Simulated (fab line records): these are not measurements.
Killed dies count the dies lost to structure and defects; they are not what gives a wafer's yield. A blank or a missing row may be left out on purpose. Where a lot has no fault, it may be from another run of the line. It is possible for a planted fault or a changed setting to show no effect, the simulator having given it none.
A lot that was struck, set against a sound lot    flow sky130    14 out of 708 route steps
Sound: the wafers L623.2, L623.3, L623.5. Struck: wafers L625.1, L625.2, L625.3. The cause is named last.
Order at every step that has rows: each side's tool, ch and its chambers, its first start. Under that, the readings that differ: sound wafers    struck wafers    difference of the means    sigmas: that difference in standard deviations of wafers without a fault.
alike: readings with means less than 2 such deviations apart, plus words and numbers identical on both sides. not compared: withheld readings, readings lacking a value on some wafer, bounds such as >300 that could conceal the same value, and numbers that have no deviation in the record and whose values overlap.
A row with sigmas, a row that says differs or no value, or rows on one side alone: a step with any of these is where the two part. Numbers that have no deviation but don't overlap get no sigmas and don't part them. A reading that every wafer of one side lacks parts them only if that side has two wafers or more.

first, 1 step without rows for these wafers: SKY_VIA1_ETCH_14 (etches BARC in N2/H2, stops on SiO2, time 45.9 s, target depth 60 nm).
SKY_VIA1_ETCH_15: etches SiO2 in C4F8/O2/Ar, stops on TiN, target depth 351 nm, time 54 s.
  sound on rie_diel-03 ch 2,3, day 37 23:38; struck on rie_diel-04 ch 0,2,3, day 38 18:17
  alike: oes_product_au
  not compared: rf_hours_counter_h
then, 4 steps without rows for these wafers: SKY_VIA1_STRIP_16 (strips in O2/N2); SKY_VIA1_STRIP_17 (strips in post etch residue remover, time 1200 s); SKY_VIA1_CLEAN_18 (cleans in IPA, time 180 s); SKY_VIA1_CLEAN_19 (cleans in O3/DIW).
SKY_VIA1_SPUTTER_20: material TiN, target thk 20 nm, time 80 s.
  sound on pvd_sputter-04, day 38 00:17; struck on pvd_sputter-04, day 38 18:56
  alike: cathode_dc_power_W, chamber_pressure_pa, throttle_valve_pct
then, 1 step without rows for these wafers: SKY_VIA1_CVD_21 (deposits W, target thk 270 nm, time 80.902 s).
SKY_VIA1_RS_MEAS_22: the measuring method here is four-point-probe.
  sound on film_metro-02, day 38 00:27; struck on film_metro-04, day 38 19:05
  alike: VIA1_W_RS
SKY_VIA1_THK_MEAS_23: measures by xrf.
  sound on film_metro-02, day 38 00:34; struck on film_metro-04, day 38 19:13
  alike: VIA1_W_THK
SKY_VIA1_CMP_24: polishes, stops on SiO2, t overpolish 15 s, target thk 0 nm.
  sound on cmp-02 ch 0,1,2, day 38 00:40; struck on cmp-01 ch 0,1,3, day 38 19:19
  alike: motor_current_A, overpolish_run_s, platen_rpm, time_to_endpoint_s
SKY_METAL2_SPUTTER_00: material Ti, target thk 15 nm, time 10 s.
  sound on pvd_sputter-03, day 38 00:55; struck on pvd_sputter-01, day 38 19:34
  alike: cathode_dc_power_W, chamber_pressure_pa, throttle_valve_pct
SKY_METAL2_SPUTTER_01: material TiN, target thk 20 nm, time 16.7 s.
  sound on pvd_sputter-03, day 38 00:56; struck on pvd_sputter-01, day 38 19:35
  no value came back on the struck wafers for cathode_dc_power_W (W), chamber_pressure_pa (Pa), throttle_valve_pct (%), time_s (s); on the sound wafers cathode_dc_power_W (W) reads 6500.5 6499.0 6499.9
SKY_METAL2_SPUTTER_02: material AlCu, target thk 250 nm, time 13.3 s.
  sound on pvd_sputter-03, day 38 00:58; struck on pvd_sputter-01, day 38 19:37
  alike: cathode_dc_power_W, chamber_pressure_pa, throttle_valve_pct

## WHERE THEY PART
At SKY_METAL2_SPUTTER_01 and nowhere else, as far as this record goes. Later steps at which nothing parts them and some readings are alike: SKY_METAL2_SPUTTER_02.

WHY: the cause the simulator had injected
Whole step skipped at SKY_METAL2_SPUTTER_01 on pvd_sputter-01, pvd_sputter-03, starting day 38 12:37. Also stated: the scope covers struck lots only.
